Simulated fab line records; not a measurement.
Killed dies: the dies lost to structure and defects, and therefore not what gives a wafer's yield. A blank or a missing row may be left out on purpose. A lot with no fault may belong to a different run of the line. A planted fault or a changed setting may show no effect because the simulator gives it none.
Matching of chambers :: flow sfq line :: SFQ_TRILAYER_I1_CMP_CMP_046 on cmp-01: 4 sister chambers
The step polishes SiO2. 4 wafers are shown with their chamber, then 10 later ones without.

EACH WAFER AND ITS CHAMBER
wafer: L623.6
chamber: 1
motor current A (A): 10.9

wafer: L631.1
chamber: 2
motor current A (A): 9.8

wafer: L632.4
chamber: 0
motor current A (A): 10.7

wafer: L632.1
chamber: 3
motor current A (A): 10.4

WAFERS WITHOUT THEIR CHAMBER
wafer: L632.5
motor current A (A): 10.9

wafer: L633.4
motor current A (A): 11.1

wafer: L633.2
motor current A (A): 10.1

wafer: L633.6
motor current A (A): 10.7

wafer: L636.2
motor current A (A): 10.1

wafer: L636.4
motor current A (A): 10.3

wafer: L636.3
motor current A (A): 10.4

wafer: L637.1
motor current A (A): 10.1

wafer: L637.2
motor current A (A): 10.6

wafer: L637.3
motor current A (A): 9.9

WHICH CHAMBER EACH ONE RAN IN
wafer: L632.5
from the rows above: can't be placed: 1 or 0
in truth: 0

wafer: L633.4
from the rows above: can't be placed: 1 or 0
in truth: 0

wafer: L633.2
from the rows above: can't be placed: 2 or 3 or 0
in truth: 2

wafer: L633.6
from the rows above: can't be placed: 0 or 1 or 3
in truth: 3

wafer: L636.2
from the rows above: can't be placed: 2 or 3 or 0
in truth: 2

wafer: L636.4
from the rows above: can't be placed: 3 or 0
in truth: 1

wafer: L636.3
from the rows above: can't be placed: 3 or 0
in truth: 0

wafer: L637.1
from the rows above: can't be placed: 2 or 3 or 0
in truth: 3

wafer: L637.2
from the rows above: can't be placed: 0 or 3 or 1
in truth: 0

wafer: L637.3
from the rows above: 2
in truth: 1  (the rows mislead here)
Correct placement for 0 of the 10. Unplaceable from these rows: 9, with the true chamber sitting among the candidates in 8. Wrongly placed: 1.
How it was worked out, from the rows above alone: a wafer's distance from a chamber is the root of the sum, over the readings, of the square of ((its reading less the chamber's mean) divided by the reading's scatter). The wafer belongs to the nearest chamber; if the next one is less than 2 further off, it can't be placed. The mean given for a chamber averages the wafers shown for that chamber. The scatter (one wafer shown for each chamber): square how far every hidden wafer sits from the nearest shown wafer, average those squares and take the square root.
